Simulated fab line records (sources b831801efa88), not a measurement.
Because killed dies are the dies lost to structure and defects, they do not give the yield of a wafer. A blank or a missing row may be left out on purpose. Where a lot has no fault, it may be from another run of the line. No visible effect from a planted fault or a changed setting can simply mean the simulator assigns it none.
Chamber matching / flow gf180mcu / cmp-02 running GF_V2_CMP_04: 4 sister chambers
The step polishes SiO2. 8 wafers are shown with their chamber, then 8 later ones without.

EACH WAFER AND ITS CHAMBER
wafer=L078.4; chamber=1; motor current A (A)=12.5; time to endpoint s (s)=76
wafer=L080.3; chamber=3; motor current A (A)=12.7; time to endpoint s (s)=79
wafer=L080.6; chamber=1; motor current A (A)=12.9; time to endpoint s (s)=80
wafer=L081.5; chamber=3; motor current A (A)=13.3; time to endpoint s (s)=85
wafer=L081.6; chamber=2; motor current A (A)=11.0; time to endpoint s (s)=83
wafer=L084.3; chamber=2; motor current A (A)=11.7; time to endpoint s (s)=87
wafer=L084.6; chamber=0; motor current A (A)=12.4; time to endpoint s (s)=91
wafer=L087.1; chamber=0; motor current A (A)=12.3; time to endpoint s (s)=74

WAFERS MISSING THEIR CHAMBER
wafer=L087.3; motor current A (A)=12.4; time to endpoint s (s)=76
wafer=L087.6; motor current A (A)=12.5; time to endpoint s (s)=78
wafer=L088.2; motor current A (A)=11.3; time to endpoint s (s)=87
wafer=L088.4; motor current A (A)=12.7; time to endpoint s (s)=80
wafer=L088.6; motor current A (A)=12.1; time to endpoint s (s)=92
wafer=L097.3; motor current A (A)=12.9; time to endpoint s (s)=81
wafer=L097.4; motor current A (A)=11.2; time to endpoint s (s)=87
wafer=L097.5; motor current A (A)=12.6; time to endpoint s (s)=79

THE CHAMBER EACH PASSED THROUGH
wafer=L087.3; from the rows above=can't be placed: 1 or 0 or 3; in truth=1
wafer=L087.6; from the rows above=can't be placed: 1 or 0 or 3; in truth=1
wafer=L088.2; from the rows above=2; in truth=2
wafer=L088.4; from the rows above=can't be placed: 1 or 3 or 0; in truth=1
wafer=L088.6; from the rows above=can't be placed: 0 or 2 or 1 or 3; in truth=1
wafer=L097.3; from the rows above=can't be placed: 3 or 1 or 0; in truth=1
wafer=L097.4; from the rows above=2; in truth=2
wafer=L097.5; from the rows above=can't be placed: 1 or 0 or 3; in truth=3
Correct placement for 2 of the 8. These rows do not allow placing 6 (true chamber among the candidates in 6). Number placed wrongly: 0.
How it was worked out, from the rows above alone: a wafer's distance from a chamber is the root of the sum, over the readings, of the square of ((its reading less the chamber's mean) divided by the reading's scatter). The wafer belongs to the nearest chamber; if the next one is less than 2 further off, it can't be placed. A chamber's mean is the mean of its shown wafers. The scatter is the square root of a quotient: the sum, over the shown wafers, of each reading's squared deviation from its chamber's mean, divided by wafers minus chambers.
